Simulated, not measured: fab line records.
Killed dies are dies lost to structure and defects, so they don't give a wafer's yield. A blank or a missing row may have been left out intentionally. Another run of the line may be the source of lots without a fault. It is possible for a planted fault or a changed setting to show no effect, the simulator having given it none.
fab line records    flow gf180mcu
[record] lots = 5  wafers = 15  last-day = 32
route steps=602 shown VT_IMPLANT@121 MVSD@136 NWELL@137 LVPWELL@138 MVPSD@139 DUAL_GATE@141
lots with no fault: from the same line, run without faults
start-h: hours from the record's first day to the start of the lot's first wafer shown    wait-h: time in hours since the lot's previous step    " unchanged from the row above    L1.1+2: a single row standing in for several wafers    - value missing, or start not given    * or withheld: withheld    < > ~ a bound
route shown NAME@n: a module of which the file shows steps, and the number in the route of the first    usual: the fault-free wafers' mean and standard deviation    same: alike in all rows    chamber/n: place in a boat    sites: per-site readings    _std_site: their standard deviation    _edge_site: mean of outer sites minus mean of inner sites    radius-mm: for every site, how far away it sits from the centre of the wafer    mask NAME#n: copy n    behind: tool/chamber where the wafer was last shaped    hold: why the lot went on hold/how many hours it stayed there/how the hold came to an end    device: transistor that didn't switch, given as n, p or np    end of line: at the end of the route, the tests of the same wafers    where a step has no rows: the recipe by itself    killed: dies lost to structure and defects at the first sort, not the wafer's yield    map: per-die view of a wafer (x killed, . not killed, _ where there is no die)
set.NAME: the setting the step ran with; set.NAME@STEP: the setting that earlier step ran with    model.NAME: the simulator's own value behind a step, which no gauge read
lots seen at some steps along the route; tables by step, rows by wafer
services: when a tool's chamber went out of use (start-h, in hours from the record's first day, below 0 if earlier), for how many hours, and the reason
[[steps]]
[step GF_VT_IMPLANT_STRIP_31]
[recipe] chemistry = O2/N2  power-w = 1400  pressure-mtorr = 1500  platen-temp-c = 250  o2-flow-sccm = 3000  n2-flow-sccm = 300  overash-fraction = 0.5
[usual] drypump-motor-current-A = 5.6/0.45  heater-power-w = 309/36  oes-product-au = 0.716/0.0047  strip-time-to-endpoint-s = 12.65/0.036
lot.wafer  tool             chamber  start-h  wait-h  drypump-motor-current-A  heater-power-w  oes-product-au  rf-hours-counter-h  strip-time-to-endpoint-s
L074.2     plasma-asher-02  0        140.60   0.1     5.6                      355             0.714           52                  12.61
L074.3     "                0        "        "       5.6                      356             0.714           -                   12.63
L074.5     "                1        "        "       6.1                      298             0.711           -                   12.61
L082.1     plasma-asher-02  0        195.60   0.1     5.6                      363             0.717           57                  12.68
L082.2     "                1        "        "       6.1                      303             0.712           57                  12.61
L082.4     "                0        "        "       5.6                      362             0.715           -                   12.64
L085.2     plasma-asher-01  1        209.12   0.1     4.8                      323             0.714           44                  12.65
L085.3     "                0        "        "       5.4                      294             0.719           -                   12.64
L085.4     "                1        "        "       4.8                      318             0.709           -                   12.63
L086.3     plasma-asher-03  0        219.09   0.1     6.1                      331             0.715           -                   12.70
L086.4     "                1        "        "       5.4                      242             0.709           -                   12.66
L086.6     "                0        "        "       6.1                      334             0.705           -                   12.65
L088.3     plasma-asher-02  0        243.41   0.1     5.6                      364             0.720           -                   12.68
L088.4     "                1        "        "       6.1                      302             0.712           -                   12.73
L088.5     "                0        "        "       5.6                      358             0.720           -                   12.65
[step GF_VT_IMPLANT_TW_MEAS_32]
[usual] VT_IMPLANT_3_TW = 270.6/2.5
lot.wafer  tool           chamber  start-h  wait-h  VT_IMPLANT_3_TW
L074.2     film-metro-01  -        140.71   0.1     273.9
L074.3     "              -        "        "       276.1
L074.5     "              -        "        "       275.0
L082.1     film-metro-03  -        195.70   0.1     268.1
L082.2     "              -        "        "       269.4
L082.4     "              -        "        "       267.4
L085.2     film-metro-01  -        209.23   0.1     273.5
L085.3     "              -        "        "       274.8
L085.4     "              -        "        "       272.8
L086.3     film-metro-04  -        219.17   0.1     270.5
L086.4     "              -        "        "       268.1
L086.6     "              -        "        "       268.3
L088.3     film-metro-03  -        243.49   0.1     271.6
L088.4     "              -        "        "       271.2
L088.5     "              -        "        "       271.9
[step GF_VT_IMPLANT_DEHYDRATE_33]
[recipe] temp-c = 200  time-s = 60
lot.wafer   tool            chamber  start-h  wait-h
L074.2+3+5  litho-track-01  0        147.26   6.5
L082.1+2+4  litho-track-01  0        202.94   7.2
L085.2+3+4  litho-track-02  0        217.76   8.5
L086.3+4+6  litho-track-01  0        227.84   8.7
L088.3+4+5  litho-track-01  0        252.64   9.1
[step GF_VT_IMPLANT_HMDS_34]
[recipe] prime-time-s = 60  prime-temp-c = 120
lot.wafer   tool            chamber  start-h  wait-h
L074.2+3+5  litho-track-01  0        147.41   0.1
L082.1+2+4  litho-track-01  0        203.09   0.1
L085.2+3+4  litho-track-02  0        217.91   0.1
L086.3+4+6  litho-track-01  0        227.99   0.1
L088.3+4+5  litho-track-01  0        252.79   0.1
[step GF_VT_IMPLANT_COAT_35]
[recipe] resist = NOVOLAK  spin-rpm = 3000  resist-thk-nm = 1000
lot.wafer   tool            chamber  start-h  wait-h
L074.2+3+5  litho-track-01  0        147.56   0.1
L082.1+2+4  litho-track-01  0        203.24   0.1
L085.2+3+4  litho-track-02  0        218.06   0.1
L086.3+4+6  litho-track-01  0        228.14   0.1
L088.3+4+5  litho-track-01  0        252.94   0.1
[step GF_VT_IMPLANT_SOFTBAKE_36]
[recipe] temp-c = 90  time-s = 60  resist = NOVOLAK
lot.wafer   tool            chamber  start-h  wait-h
L074.2+3+5  litho-track-01  0        147.71   0.1
L082.1+2+4  litho-track-01  0        203.39   0.1
L085.2+3+4  litho-track-02  0        218.21   0.1
L086.3+4+6  litho-track-01  0        228.29   0.1
L088.3+4+5  litho-track-01  0        253.09   0.1
[step GF_VT_IMPLANT_EXPOSE_37]
[recipe] mask-id = Nwell_HV_AREA  target-cd-nm = 860  na = 0.6  source-shape = conventional  sigma-outer = 0.6  dose-mj = 140
[same] na = 0.6
lot.wafer   tool              chamber  start-h  wait-h  mask
L074.2+3+5  iline-stepper-01  0        -        -       Nwell_HV_AREA#0
L082.1+2+4  iline-stepper-02  0        -        -       Nwell_HV_AREA#0
L085.2+3+4  iline-stepper-01  0        -        -       Nwell_HV_AREA#0
L086.3+4+6  iline-stepper-02  0        -        -       Nwell_HV_AREA#0
L088.3+4+5  iline-stepper-02  0        -        -       Nwell_HV_AREA#0
[step GF_VT_IMPLANT_PEB_38]
[recipe] temp-c = withheld  time-s = *  resist = NOVOLAK
lot.wafer   tool            chamber  start-h  wait-h
L074.2+3+5  litho-track-03  0        -        -
L082.1+2+4  litho-track-03  0        -        -
L085.2+3+4  litho-track-02  0        -        -
L086.3+4+6  litho-track-01  0        -        -
L088.3+4+5  litho-track-01  0        -        -
[step GF_VT_IMPLANT_DEVELOP_39]
[recipe] develop-time-s = 61.77  dev-temp-c = 23
[same] develop-time-s = 61.77
lot.wafer   tool            chamber  start-h  wait-h
L074.2+3+5  litho-track-03  0        155.89   0.1
L082.1+2+4  litho-track-03  0        212.22   0.1
L085.2+3+4  litho-track-02  0        227.06   0.1
L086.3+4+6  litho-track-01  0        237.49   0.1
L088.3+4+5  litho-track-01  0        261.94   0.1
[step GF_VT_IMPLANT_OVL_MEAS_40]
[usual] VT_IMPLANT_03_OVL = -0.5/1.1
lot.wafer  tool        chamber  start-h  wait-h  VT_IMPLANT_03_OVL[nm]
L074.2     overlay-01  -        156.02   0.1     0.2
L074.3     "           -        "        "       -0.2
L074.5     "           -        "        "       0.6
L082.1     overlay-01  -        212.37   0.1     -0.3
L082.2     "           -        "        "       -0.7
L082.4     "           -        "        "       -1.6
L085.2     overlay-01  -        227.19   0.1     -0.7
L085.3     "           -        "        "       1.9
L085.4     "           -        "        "       -1.1
L086.3     overlay-01  -        237.60   0.1     -0.7
L086.4     "           -        "        "       -1.0
L086.6     "           -        "        "       -1.1
L088.3     overlay-01  -        262.05   0.1     -0.4
L088.4     "           -        "        "       0.8
L088.5     "           -        "        "       -2.3
[step GF_VT_IMPLANT_IMPLANT_41]
[recipe] species = As  energy-kev = 70  dose-cm2 = 1.013e+12  tilt-deg = 7
lot.wafer   tool          chamber  start-h  wait-h
L074.2+3+5  implanter-02  0        156.08   0.0
L082.1+2+4  implanter-01  0        212.40   0.0
L085.2+3+4  implanter-04  0        227.24   0.0
L086.3+4+6  implanter-01  0        237.67   0.1
L088.3+4+5  implanter-04  0        262.12   0.1
[step GF_VT_IMPLANT_STRIP_42]
[recipe] chemistry = O2/N2  power-w = 1400  pressure-mtorr = 1500  platen-temp-c = 250  o2-flow-sccm = 3000  n2-flow-sccm = 300  overash-fraction = 0.5
[usual] drypump-motor-current-A = 5.5/0.46  heater-power-w = 306/35  oes-product-au = 0.716/0.0048  strip-time-to-endpoint-s = 12.65/0.034
lot.wafer  tool             chamber  start-h  wait-h  drypump-motor-current-A  heater-power-w  oes-product-au  rf-hours-counter-h  strip-time-to-endpoint-s
L074.2     plasma-asher-01  1        156.20   0.1     4.8                      318             0.718           38                  12.59
L074.3     "                1        "        "       4.8                      320             0.717           -                   12.58
L074.5     "                1        "        "       4.8                      316             0.725           -                   12.60
L082.1     plasma-asher-02  1        212.55   0.1     6.1                      293             0.717           59                  12.65
L082.2     "                0        "        "       5.6                      353             0.717           59                  12.64
L082.4     "                1        "        "       6.1                      292             0.716           -                   12.66
L085.2     plasma-asher-01  1        227.37   0.1     4.8                      319             0.718           46                  12.68
L085.3     "                1        "        "       4.8                      316             0.709           -                   12.69
L085.4     "                0        "        "       5.4                      286             0.721           -                   12.68
L086.3     plasma-asher-01  1        237.81   0.1     4.8                      329             0.712           -                   12.67
L086.4     "                0        "        "       5.4                      297             0.713           -                   12.66
L086.6     "                1        "        "       4.8                      311             0.718           -                   12.67
L088.3     plasma-asher-02  1        262.26   0.1     6.1                      295             0.712           -                   12.67
L088.4     "                0        "        "       5.6                      360             0.711           -                   12.67
L088.5     "                0        "        "       5.6                      357             0.720           -                   12.66
[step GF_VT_IMPLANT_TW_MEAS_43]
[usual] VT_IMPLANT_4_TW = 693/5.5
lot.wafer  tool           chamber  start-h  wait-h  VT_IMPLANT_4_TW
L074.2     film-metro-03  -        156.31   0.1     689
L074.3     "              -        "        "       691
L074.5     "              -        "        "       690
L082.1     film-metro-04  -        212.65   0.1     690
L082.2     "              -        "        "       693
L082.4     "              -        "        "       686
L085.2     film-metro-03  -        227.48   0.1     696
L085.3     "              -        "        "       691
L085.4     "              -        "        "       692
L086.3     film-metro-04  -        237.89   0.1     692
L086.4     "              -        "        "       689
L086.6     "              -        "        "       690
L088.3     film-metro-04  -        262.34   0.1     685
L088.4     "              -        "        "       689
L088.5     "              -        "        "       687
[step GF_VT_IMPLANT_CLEAN_44]
[recipe] chemistry = SC1/SC2  mix = 1:4:20  temp-c = 70  time-s = 150  dry = n2-spin
lot.wafer   tool          chamber  start-h  wait-h
L074.2+3+5  wet-bench-01  3        156.36   0.0
L082.1+2+4  wet-bench-01  1        212.71   0.1
L085.2+3+4  wet-bench-01  2        227.53   0.0
L086.3+4+6  wet-bench-02  3        237.93   0.0
L088.3+4+5  wet-bench-04  2        262.38   0.0
[step GF_VT_IMPLANT_RTA_45]
[recipe] temp-c = 1050  time-s = 30  ambient = N2
[usual] lamp-power-pct = 36.5/0.4  wafer_temp_C_max = 1054.8/1.3
lot.wafer  tool           chamber  start-h  wait-h  lamp-power-pct  wafer_temp_C_max
L074.2     rtp-anneal-02  0        156.48   0.0     36.1            1055.0
L074.3     "              0        "        "       36.1            1054.8
L074.5     "              0        "        "       36.1            1053.6
L082.1     rtp-anneal-02  0        212.76   0.0     36.1            1053.7
L082.2     "              0        "        "       36.1            1052.5
L082.4     "              0        "        "       36.1            1054.4
L085.2     rtp-anneal-02  0        227.60   0.0     36.1            1054.7
L085.3     "              0        "        "       36.0            1053.1
L085.4     "              0        "        "       36.1            1053.2
L086.3     rtp-anneal-02  0        238.02   0.0     36.1            1053.0
L086.4     "              0        "        "       36.0            1052.7
L086.6     "              0        "        "       36.2            1054.3
L088.3     rtp-anneal-01  0        262.47   0.0     37.0            1054.2
L088.4     "              0        "        "       37.0            1054.9
L088.5     "              0        "        "       36.9            1056.8
[step GF_VT_IMPLANT_RS_MEAS_46]
[recipe] thk-meas-gauge = four-point-probe
[usual] MVSD_RS = 456.1/1.3
lot.wafer  tool           chamber  start-h  wait-h  MVSD_RS[ohm/sq]
L074.2     film-metro-04  -        156.58   0.1     454.8
L074.3     "              -        "        "       455.9
L074.5     "              -        "        "       454.6
L082.1     film-metro-03  -        212.86   0.1     458.9
L082.2     "              -        "        "       457.4
L082.4     "              -        "        "       457.2
L085.2     film-metro-03  -        227.70   0.1     456.5
L085.3     "              -        "        "       456.4
L085.4     "              -        "        "       455.1
L086.3     film-metro-04  -        238.13   0.1     454.0
L086.4     "              -        "        "       454.4
L086.6     "              -        "        "       454.8
L088.3     film-metro-03  -        262.58   0.1     457.2
L088.4     "              -        "        "       456.1
L088.5     "              -        "        "       455.1
[step GF_VT_IMPLANT_RS_MEAS_47]
[recipe] thk-meas-gauge = four-point-probe
[usual] NWELL_RS = 487.5/1.3
lot.wafer  tool           chamber  start-h  wait-h  NWELL_RS[ohm/sq]
L074.2     film-metro-04  -        156.70   0.1     487.7
L074.3     "              -        "        "       489.3
L074.5     "              -        "        "       488.0
L082.1     film-metro-03  -        212.98   0.1     489.0
L082.2     "              -        "        "       489.0
L082.4     "              -        "        "       488.1
L085.2     film-metro-03  -        227.82   0.1     486.0
L085.3     "              -        "        "       484.7
L085.4     "              -        "        "       486.0
L086.3     film-metro-04  -        238.25   0.1     487.4
L086.4     "              -        "        "       485.2
L086.6     "              -        "        "       487.1
L088.3     film-metro-03  -        262.70   0.1     486.2
L088.4     "              -        "        "       488.4
L088.5     "              -        "        "       486.6
[step GF_VT_IMPLANT_RS_MEAS_48]
[recipe] thk-meas-gauge = four-point-probe
[usual] LVPWELL_RS = 1197/3.6
lot.wafer  tool           chamber  start-h  wait-h  LVPWELL_RS[ohm/sq]
L074.2     film-metro-04  -        156.82   0.1     1193
L074.3     "              -        "        "       1194
L074.5     "              -        "        "       1194
L082.1     film-metro-03  -        213.10   0.1     1200
L082.2     "              -        "        "       1201
L082.4     "              -        "        "       1197
L085.2     film-metro-03  -        227.94   0.1     1198
L085.3     "              -        "        "       1197
L085.4     "              -        "        "       1201
L086.3     film-metro-04  -        238.37   0.1     1199
L086.4     "              -        "        "       1200
L086.6     "              -        "        "       1197
L088.3     film-metro-03  -        262.82   0.1     1198
L088.4     "              -        "        "       1196
L088.5     "              -        "        "       1194
[step GF_VT_IMPLANT_RS_MEAS_49]
[recipe] thk-meas-gauge = four-point-probe
[usual] MVPSD_RS = 1169/3
lot.wafer  tool           chamber  start-h  wait-h  MVPSD_RS[ohm/sq]
L074.2     film-metro-04  -        156.94   0.1     1169
L074.3     "              -        "        "       1169
L074.5     "              -        "        "       1170
L082.1     film-metro-03  -        213.22   0.1     1168
L082.2     "              -        "        "       1171
L082.4     "              -        "        "       1169
L085.2     film-metro-03  -        228.06   0.1     1172
L085.3     "              -        "        "       1170
L085.4     "              -        "        "       1176
L086.3     film-metro-04  -        238.49   0.1     1166
L086.4     "              -        "        "       1166
L086.6     "              -        "        "       1165
L088.3     film-metro-03  -        262.94   0.1     1168
L088.4     "              -        "        "       1168
L088.5     "              -        "        "       1169
[step GF_VT_IMPLANT_WET_ETCH_50]
[recipe] chemistry = dHF  target-depth-nm = 20  target = SiO2  temp-c = 25  dilution = 100:1  time-s = 400
lot.wafer   tool          chamber  start-h  wait-h
L074.2+3+5  wet-bench-02  3        157.04   0.1
L082.1+2+4  wet-bench-02  3        213.34   0.1
L085.2+3+4  wet-bench-01  3        228.16   0.1
L086.3+4+6  wet-bench-01  0        238.57   0.1
L088.3+4+5  wet-bench-01  3        263.02   0.1
[step GF_DUAL_GATE_CLEAN_00]
[recipe] chemistry = SC1/SC2  mix = 1:4:20  temp-c = 70  time-s = 150
lot.wafer   tool          chamber  start-h  wait-h
L074.2+3+5  wet-bench-04  0        157.16   0.0
L082.1+2+4  wet-bench-01  1        213.47   0.0
L085.2+3+4  wet-bench-04  2        228.28   0.0
L086.3+4+6  wet-bench-04  2        238.70   0.0
L088.3+4+5  wet-bench-02  1        263.14   0.0
[[services]]
tool              chamber  start-h  hours  kind
plasma-asher-03   -        137.53   8.1    repair
implanter-01      -        153.30   2.8    repair
iline-stepper-02  -        167.02   4.4    pm
plasma-asher-01   -        171.77   1.5    repair
implanter-01      -        180.96   3.4    repair
implanter-01      -        191.05   1.9    repair
wet-bench-04      -        224.41   2.9    repair
iline-stepper-01  -        229.11   1.7    pm
implanter-01      -        232.40   3.9    pm
wet-bench-04      -        233.14   0.5    repair
rtp-anneal-01     -        239.11   7.5    pm
wet-bench-04      -        247.51   1.9    pm
implanter-02      -        249.30   0.9    repair
iline-stepper-01  0        251.35   -      calibration
[[key]]
fault none
